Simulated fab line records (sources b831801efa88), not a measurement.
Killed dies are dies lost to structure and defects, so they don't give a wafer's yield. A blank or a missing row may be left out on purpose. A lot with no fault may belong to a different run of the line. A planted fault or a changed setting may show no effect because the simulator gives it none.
A lot that was struck, set against a sound lot / flow sky130 / 43 steps out of a route of 708
Sound: the wafers L892.1, L892.2, L892.6. Wafers struck: L904.1, L904.3, L904.5. The cause is given at the end.
Order at every step that has rows: each side's tool, ch and its chambers, its first start. Under that, the readings that differ: sound wafers / struck wafers / difference of the means / sigmas: that difference in standard deviations of wafers without a fault.
alike: a reading whose means differ by less than 2 such deviations, as well as words and numbers matching on both sides. not compared: withheld readings; readings where some wafer has no value; bounds like >300 that might hide an equal value; numbers whose values overlap and for which the record gives no deviation.
Wherever a step has rows on one side only, a row that says differs or no value, or a row with sigmas, the two part there. Non-overlapping numbers with no deviation appear without sigmas and do not part them. A reading that every wafer of one side lacks parts them only if that side has two wafers or more.

first, 7 steps without rows for these wafers: SKY_LDD_N_DEHYDRATE_00 (time 60 s); SKY_LDD_N_HMDS_01 (prime time 60 s); SKY_LDD_N_COAT_02 (resist thk 300 nm); SKY_LDD_N_SOFTBAKE_03 (time 60 s); SKY_LDD_N_EXPOSE_04 (exposes mask NTM, target cd 840 nm); SKY_LDD_N_PEB_05; SKY_LDD_N_DEVELOP_06 (develop time 60 s).
SKY_LDD_N_OVL_MEAS_07:
  sound on overlay-02, day 19 12:09; struck on overlay-01, day 22 07:18
  alike: LDD_N_OVL
then, 4 steps without rows for these wafers: SKY_LDD_N_IMPLANT_08; SKY_LDD_N_IMPLANT_09; SKY_LDD_N_IMPLANT_10; SKY_LDD_N_IMPLANT_11.
SKY_LDD_N_IMPLANT_12:
  sound on implanter-04 ch 0, day 19 12:47; struck on implanter-02 ch 0, day 22 07:56
reading=beam energy keV; sound=49.982 49.992 49.967; struck=50.024 50.003 50.034; difference=+0.040; sigmas=+2
  alike: dose ions cm2, tilt deg
then, 3 steps without rows for these wafers: SKY_LDD_N_IMPLANT_13; SKY_LDD_N_IMPLANT_14; SKY_LDD_N_IMPLANT_15.
SKY_LDD_N_STRIP_16: strips in O2/N2.
  sound on plasma asher-03 ch 0,1, day 19 13:23; struck on plasma asher-04 ch 0, day 22 08:32
  alike: drypump motor current A, oes product au, strip time to endpoint s
  not compared: rf hours counter h
SKY_LDD_N_TW_MEAS_17:
  sound on film metro-01, day 19 13:29; struck on film metro-03, day 22 08:38
reading=LDD_N_TW; sound=2562 2564 2554; struck=2612 2610 2612; difference=+51; sigmas=+2
then, 7 steps without rows for these wafers: SKY_LDD_P_DEHYDRATE_00 (time 60 s); SKY_LDD_P_HMDS_01 (prime time 60 s); SKY_LDD_P_COAT_02 (resist thk 1140 nm); SKY_LDD_P_SOFTBAKE_03 (time 60 s); SKY_LDD_P_EXPOSE_04 (exposes mask PSDM, target cd 380 nm); SKY_LDD_P_PEB_05; SKY_LDD_P_DEVELOP_06 (develop time 60 s).
SKY_LDD_P_CD_MEAS_07: target cd 380 nm.
  sound on cd sem-02, day 20 20:14; struck on cd sem-02, day 23 13:59
  alike: cd nm
SKY_LDD_P_OVL_MEAS_08:
  sound on overlay-02, day 20 20:22; struck on overlay-02, day 23 14:07
  alike: LDD_P_OVL
after that, 1 step had no rows for these wafers: SKY_LDD_P_IMPLANT_09.
SKY_LDD_P_STRIP_10: strips in O2/N2.
  sound on plasma asher-02 ch 0,1, day 20 20:33; struck on plasma asher-03 ch 0,1, day 23 14:18
  alike: drypump motor current A, oes product au, strip time to endpoint s
  not compared: rf hours counter h
SKY_LDD_P_TW_MEAS_11:
  sound on film metro-03, day 20 20:39; struck on film metro-03, day 23 14:24
  alike: LDD_P_TW
then, 7 steps without rows for these wafers: SKY_LDD_HVN_DEHYDRATE_00 (time 60 s); SKY_LDD_HVN_HMDS_01 (prime time 60 s); SKY_LDD_HVN_COAT_02 (resist thk 300 nm); SKY_LDD_HVN_SOFTBAKE_03 (time 60 s); SKY_LDD_HVN_EXPOSE_04 (exposes mask HVNTM, target cd 700 nm); SKY_LDD_HVN_PEB_05; SKY_LDD_HVN_DEVELOP_06 (develop time 60 s).
SKY_LDD_HVN_OVL_MEAS_07:
  sound on overlay-02, day 22 02:46; struck on overlay-01, day 24 20:01
  alike: LDD_HVN_OVL
after that, 1 step had no rows for these wafers: SKY_LDD_HVN_IMPLANT_08.
SKY_LDD_HVN_STRIP_09: strips in O2/N2.
  sound on plasma asher-04 ch 0,1, day 22 02:57; struck on plasma asher-01 ch 0,1, day 24 20:11
  alike: drypump motor current A, oes product au, strip time to endpoint s
  not compared: rf hours counter h
SKY_LDD_HVN_TW_MEAS_10:
  sound on film metro-04, day 22 03:03; struck on film metro-02, day 24 20:17
  alike: LDD_HVN_TW
then, 1 step without rows for these wafers: SKY_LDD_HVP_DEHYDRATE_00 (time 60 s).
-- here the record skips 25 days between the struck wafers' starts before and after, leaving off in module LDD_HVP and picking up in module PAD_OPEN (first step shown: number 708 of the route) --
SKY_PAD_OPEN_PROBE_99:
  sound on prober-02, day 47 02:42; struck on prober-02, day 49 08:19
reading=model.etest.nfet_01v8.drive ua um range; sound=9.23 6.461 7.686; struck=17.61 23.58 21.76; difference=+13.19; sigmas=
reading=model.etest.nfet_01v8.drive ua um rim less centre; sound=6.083 0.4986 2.338; struck=-7.095 -9.677 -4.528; difference=-10.073; sigmas=
reading=model.etest.nfet_01v8_lvt.vt sat v (V); sound=0.5424 0.5427 0.5381; struck=0.4995 0.4993 0.4862; difference=-0.0461; sigmas=
reading=model.etest.nfet_01v8.vt sat v (V); sound=0.6562 0.6573 0.653; struck=0.6084 0.6171 0.6009; difference=-0.0467; sigmas=
reading=model.etest.nfet_01v8_lvt.vt v (V); sound=0.6195 0.6181 0.6194; struck=0.5844 0.5928 0.5812; difference=-0.0329; sigmas=
reading=model.etest.nfet_01v8.vt v range; sound=0.01091 0.007592 0.004905; struck=0.02526 0.01917 0.02009; difference=+0.01370; sigmas=
reading=model.etest.nfet_01v8.vt v rim less centre; sound=-0.003441 -0.0002066 0.0005539; struck=0.006872 0.01189 0.004785; difference=+0.008880; sigmas=
  alike: killed_at_M0_to_M3, killed_at_M4_up, killed at contacts, killed at front end, killed at other, killed dies, killed open, killed short

== WHERE THEY PART ==
Last at SKY_LDD_N_TW_MEAS_17 as far as this record goes, first at SKY_LDD_N_IMPLANT_12. Later steps at which nothing parts them and some readings are alike: SKY_LDD_P_CD_MEAS_07, SKY_LDD_P_OVL_MEAS_08, SKY_LDD_P_STRIP_10, SKY_LDD_P_TW_MEAS_11, SKY_LDD_HVN_OVL_MEAS_07, SKY_LDD_HVN_STRIP_09, SKY_LDD_HVN_TW_MEAS_10, SKY_PAD_OPEN_PROBE_99.

WHY: the cause the simulator had injected
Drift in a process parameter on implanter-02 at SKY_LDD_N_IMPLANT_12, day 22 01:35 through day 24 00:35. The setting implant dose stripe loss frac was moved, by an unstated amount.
